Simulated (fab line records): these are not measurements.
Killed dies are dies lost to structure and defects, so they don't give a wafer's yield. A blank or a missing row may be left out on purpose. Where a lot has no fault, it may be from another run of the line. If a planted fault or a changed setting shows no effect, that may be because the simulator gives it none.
fab line records -- flow gf180mcu
[record] lots = 8, wafers = 24, last_day = 32
route steps=602 shown LVPWELL@65 VT_IMPLANT@110 HV_LDD@212
lots that met no fault: from a run of the same line without faults
start_h: the number of hours between the record's first day and the start of the first shown wafer of the lot -- wait_h: time in hours since the lot's previous step -- " the same as in the row above -- L1.1+2: a row that stands for several wafers -- - no value, or no start given -- * or withheld: withheld -- < > ~ a bound
route shown NAME@n: names a module that has steps shown in the file, with the first one's number in the route -- usual: mean/standard deviation taken from wafers without a fault -- same: alike in all rows -- chamber/n: place in a boat -- sites: readings site by site -- _std_site: their standard deviation -- _edge_site: outer sites' mean less inner sites' -- radius_mm: how far each site lies from the wafer's centre -- mask NAME#n: copy n -- behind: the most recent tool/chamber to have shaped the wafer -- hold: why the lot went on hold/how many hours it stayed there/how the hold came to an end -- device: which transistor (n, p or np) failed to switch -- end of line: the same wafers' tests at the end of the route -- step lacking rows: just its recipe -- killed: count of dies lost to structure and defects at first sort (not the wafer's yield) -- map: the dies of a wafer, with x for killed, . for not killed, _ for no die there
set.NAME: setting as actually run; set.NAME@STEP: the setting as run at that earlier step -- model.NAME: the simulator's own value behind a step, which no gauge read
one table for each step of the route and one row for each wafer, over a sample of lots
services: a tool's chamber out of use, with start hour (start_h, from the record's first day; less than 0 if before it), hours out, and reason
[[steps]]
[step GF_LVPWELL_TW_MEAS_11]
[usual] LVPWELL_TW = 559.9/2.8
lot.wafer,tool,chamber,start_h,wait_h,LVPWELL_TW
L610.1,film_metro-01,-,71.53,0.1,556.7
L610.3,film_metro-01,-,71.53,0.1,555.1
L610.5,film_metro-01,-,71.53,0.1,560.9
L611.2,film_metro-04,-,76.08,0.1,556.3
L611.4,film_metro-04,-,76.08,0.1,557.0
L611.5,film_metro-04,-,76.08,0.1,558.3
L612.2,film_metro-04,-,81.68,0.1,555.8
L612.3,film_metro-04,-,81.68,0.1,557.1
L612.6,film_metro-04,-,81.68,0.1,556.8
L613.1,film_metro-01,-,88.92,0.1,562.1
L613.2,film_metro-01,-,88.92,0.1,564.1
L613.3,film_metro-01,-,88.92,0.1,561.5
L614.1,film_metro-01,-,91.99,0.1,565.2
L614.4,film_metro-01,-,91.99,0.1,564.6
L614.6,film_metro-01,-,91.99,0.1,563.2
L615.1,film_metro-04,-,97.47,0.1,561.2
L615.3,film_metro-04,-,97.47,0.1,560.1
L615.4,film_metro-04,-,97.47,0.1,562.2
L624.1,film_metro-01,-,148.08,0.1,559.3
L624.2,film_metro-01,-,148.08,0.1,557.9
L624.4,film_metro-01,-,148.08,0.1,559.6
L625.1,film_metro-01,-,153.12,0.1,558.7
L625.3,film_metro-01,-,153.12,0.1,561.5
L625.4,film_metro-01,-,153.12,0.1,561.5
[step GF_VT_IMPLANT_STRIP_20]
[recipe] chemistry = O2/N2, power_w = 1400, pressure_mtorr = 1500, platen_temp_c = 250, o2_flow_sccm = 3000, n2_flow_sccm = 300, overash_fraction = 0.5
[usual] drypump_motor_current_A = 5.8/0.39, heater_power_w = 323/40, n2_flow_sccm = 300.0/0.87, oes_product_au = 0.716/0.0045, strip_time_to_endpoint_s = 12.63/0.04
lot.wafer,tool,chamber,start_h,wait_h,drypump_motor_current_A,heater_power_w,n2_flow_sccm,oes_product_au,rf_hours_counter_h,strip_time_to_endpoint_s
L610.1,plasma_asher-04,1,128.88,0.1,6.4,282,299.4,0.711,49,12.71
L610.3,plasma_asher-04,0,128.88,0.1,5.3,367,299.9,0.717,-,12.65
L610.5,plasma_asher-04,0,128.88,0.1,5.3,361,300.1,0.722,-,12.66
L611.2,plasma_asher-04,1,133.23,0.1,6.4,279,302.3,0.709,50,12.61
L611.4,plasma_asher-04,1,133.23,0.1,6.4,291,301.5,0.714,-,12.57
L611.5,plasma_asher-04,1,133.23,0.1,6.3,275,301.0,0.718,-,12.63
L612.2,plasma_asher-04,1,140.30,0.1,6.4,280,300.1,0.715,50,12.61
L612.3,plasma_asher-04,1,140.30,0.1,6.3,281,299.4,0.716,-,12.64
L612.6,plasma_asher-04,0,140.30,0.1,5.3,373,299.6,0.712,-,12.66
L613.1,plasma_asher-04,0,147.48,0.1,5.3,371,299.8,0.722,51,12.59
L613.2,plasma_asher-04,1,147.48,0.1,6.3,288,298.8,0.712,51,12.58
L613.3,plasma_asher-04,1,147.48,0.1,6.3,278,299.1,0.716,-,12.62
L614.1,plasma_asher-02,0,150.85,0.1,5.7,277,299.0,0.716,2,12.60
L614.4,plasma_asher-02,0,150.85,0.1,5.7,279,300.1,0.712,-,12.63
L614.6,plasma_asher-02,0,150.85,0.1,5.7,275,301.1,0.711,-,12.62
L615.1,plasma_asher-04,1,157.33,0.1,6.3,279,301.2,0.720,52,12.62
L615.3,plasma_asher-04,0,157.33,0.1,5.3,366,299.8,0.714,-,12.65
L615.4,plasma_asher-04,1,157.33,0.1,6.4,277,300.6,0.717,-,12.59
L624.1,plasma_asher-04,1,214.19,0.1,6.4,279,299.4,0.720,58,12.60
L624.2,plasma_asher-04,0,214.19,0.1,5.3,369,300.8,0.723,58,12.57
L624.4,plasma_asher-04,0,214.19,0.1,5.3,366,298.6,0.722,-,12.58
L625.1,plasma_asher-02,0,219.25,0.1,5.7,280,300.0,0.714,8,12.67
L625.3,plasma_asher-02,0,219.25,0.1,5.7,283,300.2,0.721,-,12.72
L625.4,plasma_asher-02,1,219.25,0.1,5.7,326,299.6,0.716,-,12.71
[step GF_VT_IMPLANT_RS_MEAS_48]
[recipe] thk_meas_gauge = four-point-probe
[usual] LVPWELL_RS = 1197.5/3
lot.wafer,tool,chamber,start_h,wait_h,LVPWELL_RS[ohm/sq]
L610.1,film_metro-04,-,159.49,0.1,1201.4
L610.3,film_metro-04,-,159.49,0.1,1194.3
L610.5,film_metro-04,-,159.49,0.1,1197.1
L611.2,film_metro-04,-,164.87,0.1,1195.8
L611.4,film_metro-04,-,164.87,0.1,1199.1
L611.5,film_metro-04,-,164.87,0.1,1195.7
L612.2,film_metro-01,-,171.99,0.1,1194.3
L612.3,film_metro-01,-,171.99,0.1,1192.0
L612.6,film_metro-01,-,171.99,0.1,1194.6
L613.1,film_metro-01,-,180.59,0.1,1194.4
L613.2,film_metro-01,-,180.59,0.1,1195.2
L613.3,film_metro-01,-,180.59,0.1,1197.5
L614.1,film_metro-01,-,183.70,0.1,1199.4
L614.4,film_metro-01,-,183.70,0.1,1198.0
L614.6,film_metro-01,-,183.70,0.1,1199.1
L615.1,film_metro-04,-,189.64,0.1,1200.3
L615.3,film_metro-04,-,189.64,0.1,1193.5
L615.4,film_metro-04,-,189.64,0.1,1195.7
L624.1,film_metro-04,-,250.73,0.1,1195.7
L624.2,film_metro-04,-,250.73,0.1,1194.4
L624.4,film_metro-04,-,250.73,0.1,1199.8
L625.1,film_metro-04,-,255.48,0.1,1201.0
L625.3,film_metro-04,-,255.48,0.1,1198.2
L625.4,film_metro-04,-,255.48,0.1,1199.4
[step GF_HV_LDD_IMPLANT_36]
[recipe] species = P, energy_kev = 60, dose_cm2 = 7.5e+12, tilt_deg = 30, rotation_deg = 270
[usual] dose_ions_cm2 = 7.501e+12/6.9e+09, implant_ion_amu = 31/0
lot.wafer,tool,chamber,start_h,wait_h,dose_ions_cm2,implant_ion_amu
L610.1,implanter-01,0,257.86,0.1,7.509e+12,31
L610.3,implanter-01,0,257.86,0.1,7.5e+12,31
L610.5,implanter-01,0,257.86,0.1,7.504e+12,31
L611.2,implanter-02,0,265.03,0.1,7.498e+12,31
L611.4,implanter-02,0,265.03,0.1,7.499e+12,31
L611.5,implanter-02,0,265.03,0.1,7.514e+12,31
L612.2,implanter-04,0,269.63,0.1,7.503e+12,31
L612.3,implanter-04,0,269.63,0.1,7.505e+12,31
L612.6,implanter-04,0,269.63,0.1,7.497e+12,31
L613.1,implanter-01,0,280.52,0.1,7.507e+12,31
L613.2,implanter-01,0,280.52,0.1,7.5e+12,31
L613.3,implanter-01,0,280.52,0.1,7.504e+12,31
L614.1,implanter-01,0,283.66,0.1,7.498e+12,31
L614.4,implanter-01,0,283.66,0.1,7.505e+12,31
L614.6,implanter-01,0,283.66,0.1,7.495e+12,31
L615.1,implanter-01,0,287.89,0.1,7.501e+12,31
L615.3,implanter-01,0,287.89,0.1,7.507e+12,31
L615.4,implanter-01,0,287.89,0.1,7.492e+12,31
L624.1,implanter-04,0,360.77,0.1,7.497e+12,75
L624.2,implanter-04,0,360.77,0.1,7.497e+12,75
L624.4,implanter-04,0,360.77,0.1,7.497e+12,75
L625.1,implanter-04,0,366.50,0.1,7.501e+12,75
L625.3,implanter-04,0,366.50,0.1,7.495e+12,75
L625.4,implanter-04,0,366.50,0.1,7.497e+12,75
[step GF_HV_LDD_TW_MEAS_38]
[usual] HV_LDD_3_TW = 1439/6.7
lot.wafer,tool,chamber,start_h,wait_h,HV_LDD_3_TW
L610.1,film_metro-03,-,258.11,0.1,1441
L610.3,film_metro-03,-,258.11,0.1,1434
L610.5,film_metro-03,-,258.11,0.1,1430
L611.2,film_metro-03,-,265.27,0.1,1440
L611.4,film_metro-03,-,265.27,0.1,1435
L611.5,film_metro-03,-,265.27,0.1,1442
L612.2,film_metro-03,-,269.87,0.1,1435
L612.3,film_metro-03,-,269.87,0.1,1433
L612.6,film_metro-03,-,269.87,0.1,1435
L613.1,film_metro-04,-,280.77,0.1,1446
L613.2,film_metro-04,-,280.77,0.1,1441
L613.3,film_metro-04,-,280.77,0.1,1447
L614.1,film_metro-04,-,283.91,0.1,1450
L614.4,film_metro-04,-,283.91,0.1,1445
L614.6,film_metro-04,-,283.91,0.1,1444
L615.1,film_metro-04,-,288.14,0.1,1435
L615.3,film_metro-04,-,288.14,0.1,1451
L615.4,film_metro-04,-,288.14,0.1,1450
L624.1,film_metro-01,-,361.02,0.1,1590
L624.2,film_metro-01,-,361.02,0.1,1601
L624.4,film_metro-01,-,361.02,0.1,1598
L625.1,film_metro-03,-,366.75,0.1,1599
L625.3,film_metro-03,-,366.75,0.1,1603
L625.4,film_metro-03,-,366.75,0.1,1602
[step GF_HV_LDD_RS_MEAS_53]
[recipe] thk_meas_gauge = four-point-probe
[usual] HV_LDD_RS = 418.5/1.1
lot.wafer,tool,chamber,start_h,wait_h,HV_LDD_RS[ohm/sq]
L610.1,film_metro-03,-,277.59,0.1,416.4
L610.3,film_metro-03,-,277.59,0.1,416.8
L610.5,film_metro-03,-,277.59,0.1,416.5
L611.2,film_metro-04,-,285.80,0.1,418.5
L611.4,film_metro-04,-,285.80,0.1,419.7
L611.5,film_metro-04,-,285.80,0.1,419.1
L612.2,film_metro-04,-,289.61,0.1,420.7
L612.3,film_metro-04,-,289.61,0.1,420.7
L612.6,film_metro-04,-,289.61,0.1,421.6
L613.1,film_metro-01,-,301.24,0.1,417.2
L613.2,film_metro-01,-,301.24,0.1,417.8
L613.3,film_metro-01,-,301.24,0.1,418.2
L614.1,film_metro-03,-,305.01,0.1,418.6
L614.4,film_metro-03,-,305.01,0.1,417.5
L614.6,film_metro-03,-,305.01,0.1,418.7
L615.1,film_metro-04,-,309.07,0.1,420.0
L615.3,film_metro-04,-,309.07,0.1,419.1
L615.4,film_metro-04,-,309.07,0.1,419.8
L624.1,film_metro-04,-,383.31,0.1,423.9
L624.2,film_metro-04,-,383.31,0.1,423.4
L624.4,film_metro-04,-,383.31,0.1,422.9
L625.1,film_metro-03,-,389.89,0.1,423.0
L625.3,film_metro-03,-,389.89,0.1,423.2
L625.4,film_metro-03,-,389.89,0.1,423.1
[[services]]
tool,chamber,start_h,hours,kind
plasma_asher-02,-,108.75,9.0,pm
plasma_asher-02,0,108.75,9.0,vent_cycle
plasma_asher-02,1,108.75,9.0,vent_cycle
implanter-01,-,116.44,2.5,repair
plasma_asher-02,-,117.75,14.6,pm
plasma_asher-02,0,117.75,-,clean
plasma_asher-02,1,117.75,-,clean
implanter-02,-,133.92,2.2,repair
implanter-01,-,135.86,26.1,repair
implanter-01,-,162.15,4.6,pm
implanter-04,-,171.98,2.3,repair
plasma_asher-02,-,178.72,3.8,repair
plasma_asher-02,-,191.86,0.7,repair
plasma_asher-02,-,206.65,2.4,repair
implanter-02,-,209.41,4.7,repair
implanter-04,-,273.27,18.4,repair
implanter-04,-,291.68,4.9,pm
plasma_asher-02,-,310.99,1.8,repair
plasma_asher-02,-,325.37,0.7,repair
plasma_asher-04,-,328.00,2.8,pm
[[key]]
[first_sign] step = GF_HV_LDD_IMPLANT_36, reading = implant_ion_amu, direction = up, sigmas = 99+, usual = 31, struck = 75
[effect] step = GF_HV_LDD_TW_MEAS_38, reading = HV_LDD_3_TW, direction = up, sigmas = 24, usual = 1439, struck = 1599
[effect] step = GF_HV_LDD_RS_MEAS_53, reading = HV_LDD_RS, direction = up, sigmas = 4.2, usual = 418.5, struck = 423.2
met_at GF_HV_LDD_IMPLANT_36
struck_lots L624,L625
tester_left_out L624,L625
not_acting_at GF_LVPWELL_TW_MEAS_11,GF_VT_IMPLANT_STRIP_20,GF_VT_IMPLANT_RS_MEAS_48
onset_between 269.63 360.77
[fault] kind = wrong_recipe_download, tool = implanter-01,implanter-02,implanter-04, chamber = -, onset_h = 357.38, steps = GF_HV_LDD_IMPLANT_36, wrong_recipe.not_listed = 1
// tester_left_out: of these lots the tester's yield and bins aren't shown, on N5 and GAA mostly nor the transistor test; their killed dies are dies lost to structure and defects alone, not to doping, threshold or leakage, so they don't give the yield
